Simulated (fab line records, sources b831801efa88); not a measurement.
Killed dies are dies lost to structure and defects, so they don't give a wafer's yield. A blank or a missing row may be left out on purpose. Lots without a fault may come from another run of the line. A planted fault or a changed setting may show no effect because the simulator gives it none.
Problem report in the 8D (eight disciplines) form, filled by code | flow gf180mcu | the parts of the form that need people (team, actions taken, sign-off) are left out

1. THE PROBLEM
chamber_pressure_pa at GF_M3_SPUTTER_01 reads a mean of 0.1499 Pa on 1 wafer of 1 lot; wafers without a fault read 0.4000 Pa with a standard deviation of 0.00081. That is -99 or more standard deviations from the usual mean.
The step: material TiN, target thk 30 nm, time 25 s.
First seen on wafer L532.5, day 23 15:05, on pvd_sputter-04. The record holds 39 wafers of 13 lots with a number at this step. Rule for "out", or "out of limits": more than 4 standard deviations from the usual mean. The other wafers with a number count as sound.

2. WHAT IT IS AND WHAT IT IS NOT
question                    | is                                      | is not
which readings at this step | chamber_pressure_pa, throttle_valve_pct | -
which lots                  | L532                                    | L523, L524, L525, L531, L536, L539, L540, L542, L543, L544, L545, L546
which wafers of those lots  | L532.5                                  | L532.1, L532.3
read on which tools         | pvd_sputter-04                          | pvd_sputter-02, pvd_sputter-03
when                        | from day 23 15:05                       | up to then (14 sound wafers); but 24 sound wafers of L536, L539, L540, L542, L543, L544, L545, L546 came after

3. SUSPECTS, AND WHAT RULES EACH OUT
Counting: a tool at a process step up to the reading stays a suspect if it ran every lot that is out. Sound lots after the first of them don't rule it out here, since some wafers of a struck lot are sound.
- pvd_sputter-04 at GF_M3_SPUTTER_01 (material TiN, target thk 30 nm, time 25 s): kept. It ran the lot that is out, L532 (day 23 15:05); its last sound lot up to then is L525 (day 21 02:28). Its own readings are out on those wafers: chamber_pressure_pa, throttle_valve_pct.
Left after counting: pvd_sputter-04 at GF_M3_SPUTTER_01.

4. THE CAUSE (what the simulator had put in)
Process parameter drift: pvd_sputter-04, from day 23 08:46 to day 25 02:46, at GF_M3_SPUTTER_01. Setting chamber_pressure_pa, moved by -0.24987, from 0.4. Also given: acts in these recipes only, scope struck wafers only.
Counting left only this tool.

5. THE CHAIN OF EFFECTS, in route order
Each row: a reading whose mean over the struck wafers that have a number lies more than 3 standard deviations from the usual. Only readings for which the record gives a usual standard deviation are gone through. hours: the time from each lot's start at the first step in this table that gives one to its start at this step, as a median over the lots. sigmas: the change in usual standard deviations.
hours | step             | reading             | usual     | on struck wafers | change  | sigmas
0     | GF_M3_SPUTTER_01 | chamber_pressure_pa | 0.4000 Pa | 0.1499           | -0.2501 | -99 or more
0     | GF_M3_SPUTTER_01 | throttle_valve_pct  | 30.0 %    | 48.7             | +18.7   | +19
The process steps in it:
- GF_M3_SPUTTER_01: material TiN, target thk 30 nm, time 25 s.

6. WHAT WOULD HAVE CAUGHT IT SOONER
In this record the first reading out of limits was taken at day 23 15:05, 6 hours after the fault began at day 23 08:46.
